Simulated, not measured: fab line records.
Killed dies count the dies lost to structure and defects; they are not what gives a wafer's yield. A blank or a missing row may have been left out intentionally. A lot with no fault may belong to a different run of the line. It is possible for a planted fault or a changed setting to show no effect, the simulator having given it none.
Comparing a struck lot with a sound one	flow sky130	15 out of 708 route steps
Sound: the wafers L679.1, L679.5, L679.6. Struck: wafer L693.2. (L693.4, L693.6 of the same lot were not struck and are left out.) The cause comes at the end.
Order at every step that has rows: each side's tool, ch and its chambers, its first start. Under that, the readings that differ: sound wafers	struck wafers	difference of the means	sigmas: that difference in standard deviations of wafers without a fault.
alike: same words and numbers on both sides, and readings whose means sit less than 2 such deviations apart. not compared: any withheld reading, any reading some wafer has no value for, any bound like >300 that may hide the same value, and any number with overlapping values for which the record gives no deviation.
The two part at a step that has a row with sigmas, a row that says differs or no value, or rows on one side only. Numbers that don't overlap but have no deviation are shown without sigmas and don't part them. A reading that every wafer of one side lacks parts them only if that side has two wafers or more.

first, 3 steps without rows for these wafers: SKY_VIA4_STRIP_14 (strips in post etch residue remover, time 1200 s); SKY_VIA4_CLEAN_15 (cleans in IPA, time 180 s); SKY_VIA4_CLEAN_16 (cleans in O3/DIW).
SKY_VIA4_SPUTTER_17: material TiN, target thk 20 nm, time 80 s.
  sound on pvd_sputter-01, day 43 19:44; struck on pvd_sputter-03, day 47 12:41
  alike: cathode_dc_power_W, chamber_pressure_pa, throttle_valve_pct
then, 1 step without rows for these wafers: SKY_VIA4_CVD_18 (deposits W, target thk 505 nm, time 152.14 s).
SKY_VIA4_RS_MEAS_19: uses a four-point probe to measure.
  sound on film_metro-01, day 43 19:56; struck on film_metro-02, day 47 12:55
  alike: VIA4_W_RS
SKY_VIA4_THK_MEAS_20: measures by xrf.
  sound on film_metro-01, day 43 20:04; struck on film_metro-02, day 47 13:01
  alike: VIA4_W_THK
SKY_VIA4_CMP_21: polishes, stops on SiO2, t overpolish 25 s, target thk 0 nm.
  sound on cmp-02 ch 1,2, day 43 20:10; struck on cmp-02 ch 3, day 47 13:10
reading	sound	struck	difference	sigmas
motor_current_A (A)	11.5 11.5 11.7	9.2	-2.4	-2
  alike: overpolish_run_s, slurry_filter_dp_kPa, time_to_endpoint_s
SKY_METAL5_SPUTTER_00: material Ti, target thk 15 nm, time 10 s.
  sound on pvd_sputter-02, day 43 20:25; struck on pvd_sputter-04, day 47 13:22
  alike: cathode_dc_power_W, chamber_pressure_pa, throttle_valve_pct
then, 1 step without rows for these wafers: SKY_METAL5_SPUTTER_01 (material TiN, target thk 20 nm, time 16.7 s).
SKY_METAL5_SPUTTER_02: material AlCu, target thk 1150 nm, time 61.2 s.
  sound on pvd_sputter-02, day 43 20:28; struck on pvd_sputter-04, day 47 13:25
  alike: cathode_dc_power_W, chamber_pressure_pa, throttle_valve_pct
SKY_METAL5_SPUTTER_03: material Ti, target thk 5 nm, time 3.3 s.
  sound on pvd_sputter-02, day 43 20:31; struck on pvd_sputter-04, day 47 13:28
  alike: cathode_dc_power_W, chamber_pressure_pa, throttle_valve_pct
SKY_METAL5_SPUTTER_04: material TiN, target thk 70 nm, time 58.3 s.
  sound on pvd_sputter-02, day 43 20:32; struck on pvd_sputter-04, day 47 13:29
reading	sound	struck	difference	sigmas
chamber_pressure_pa (Pa)	0.3989 0.4012 0.3989	0.4315	+0.0318	+37
  alike: cathode_dc_power_W, throttle_valve_pct
SKY_METAL5_RS_MEAS_05: uses a four-point probe to measure.
  sound on film_metro-04, day 43 20:35; struck on film_metro-02, day 47 13:34
  alike: METAL5_ALCU_RS
-- the record jumps here: 2 days lie between the struck wafers' starts before and after (it left off in module METAL5 and takes up again in module PAD_OPEN, whose first step shown is number 708 of the route) --
SKY_PAD_OPEN_PROBE_99:
  sound on prober-01, day 46 15:32; struck on prober-01, day 49 23:51
  alike: defect_limited_yield, killed_at_M0_to_M3, killed_at_M4_up, killed_at_contacts, killed_at_front_end, killed_at_other, killed_dies, killed_open, killed_short, sort_bin_3_pad_short, sort_bin_5_function, sort_bin_6_memory, sort_n_pass, sort_yield_pct

== WHERE THEY PART ==
First at SKY_VIA4_CMP_21; last, within this record, at SKY_METAL5_SPUTTER_04. Later steps at which nothing parts them and some readings are alike: SKY_METAL5_RS_MEAS_05, SKY_PAD_OPEN_PROBE_99.

WHY: the cause the simulator had injected
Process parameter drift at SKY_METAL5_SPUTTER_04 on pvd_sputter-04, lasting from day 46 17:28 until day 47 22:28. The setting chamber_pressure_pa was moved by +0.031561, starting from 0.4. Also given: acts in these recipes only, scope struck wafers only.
